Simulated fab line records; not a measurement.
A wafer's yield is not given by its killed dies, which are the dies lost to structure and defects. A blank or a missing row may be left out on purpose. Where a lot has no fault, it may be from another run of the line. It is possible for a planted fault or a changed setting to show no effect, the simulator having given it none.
Which tool is to blame?    flow gf180mcu    at 1 step of a route of 602, 12 lots with 36 wafers sampled

== WHAT THE GAUGES READ, wafer by wafer ==
GF_STI_THK_MEAS_24.
lot   measured     on             STI_CVD_23_THK (nm)
L075  day 2 10:04  film-metro-02  648 647 644
L077  day 3 01:15  film-metro-03  657 656 658
L079  day 3 07:05  film-metro-02  648 635 653
L081  day 3 16:22  film-metro-02  655 651 651
L083  day 4 02:22  film-metro-02  651 650 650
L085  day 4 12:16  film-metro-03  654 655 648
L087  day 4 22:46  film-metro-01  641 663 647
L089  day 5 08:43  film-metro-03  656 647 653
L091  day 5 18:43  film-metro-01  642 660 648
L093  day 6 06:01  film-metro-01  642 648 650
L095  day 6 16:39  film-metro-03  644 647 650
L097  day 7 03:48  film-metro-01  653 658 657

== WHICH TOOL RAN EACH LOT (tool, then ch and the chambers of the sampled wafers, then the start) ==
No process step before these readings appears in the record.

== THE ANSWER, worked out from the rows above alone ==
Rule: the lots themselves supply what counts as usual. Put in order of their means at a reading, lots are off if they are a third of the lots or fewer, leave a main group of 4 or more, and stand apart from it by a gap of 3 or more times the standard deviation of the main group's means; of several such gaps the widest counts. If all means in a main group match to the digits the tables above print for the reading, that group is not used. Also off: a lot with no number at a reading for which 4 or more lots have one. All remaining lots with rows at the step are treated as sound.
Nothing can be told from this: no lot is off at any reading shown.

== WHAT HAD BEEN PUT IN BY THE SIMULATOR ==
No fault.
